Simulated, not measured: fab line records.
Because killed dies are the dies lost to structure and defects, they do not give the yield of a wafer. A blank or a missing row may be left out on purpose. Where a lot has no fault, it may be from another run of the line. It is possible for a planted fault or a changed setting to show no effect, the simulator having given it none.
The tool behind it: which one? ; flow sky130 ; 12 lots, 36 wafers sampled, at 1 step of a route of 708

WHAT EACH GAUGE READ, for each wafer
SKY_FIELD_ISO_THK_MEAS_02.
lot;measured;on;FIELD_ISO_OXIDATION_00_THK (nm)
L075;day 1 16:46;film-metro-04;11.43 11.69 11.52
L077;day 2 03:53;film-metro-01;11.50 11.91 11.96
L079;day 2 12:38;film-metro-04;12.16 12.00 12.09
L081;day 2 23:18;film-metro-04;11.68 11.84 11.98
L083;day 3 09:30;film-metro-04;12.21 12.01 12.33
L085;day 3 20:17;film-metro-04;11.50 11.54 11.83
L087;day 4 09:38;film-metro-01;11.68 11.64 11.64
L089;day 4 21:56;film-metro-02;11.60 11.74 11.65
L091;day 5 08:11;film-metro-01;12.30 12.37 12.30
L093;day 5 14:27;film-metro-01;11.78 11.92 11.80
L095;day 5 21:59;film-metro-02;12.00 12.02 12.00
L097;day 6 06:42;film-metro-01;11.86 11.84 11.77

EACH LOT AND THE TOOL THAT RAN IT (in order: tool; ch and the chambers of the sampled wafers; start)
There is no process step in the record ahead of these readings.

THE ANSWER, worked out from the rows above alone
Rule: what is usual is taken from the lots themselves. Put in order of their means at a reading, lots are off if they are a third of the lots or fewer, leave a main group of 4 or more, and stand apart from it by a gap of 3 or more times the standard deviation of the main group's means; of several such gaps the widest counts. A main group whose means are all the same, to the digits that the tables above print for the reading, isn't used. Also off: a lot with no number at a reading for which 4 or more lots have one. All remaining lots with rows at the step are treated as sound.
No lot is off on any of the readings shown, so nothing can be concluded from this.

WHAT WAS PUT IN BY THE SIMULATOR
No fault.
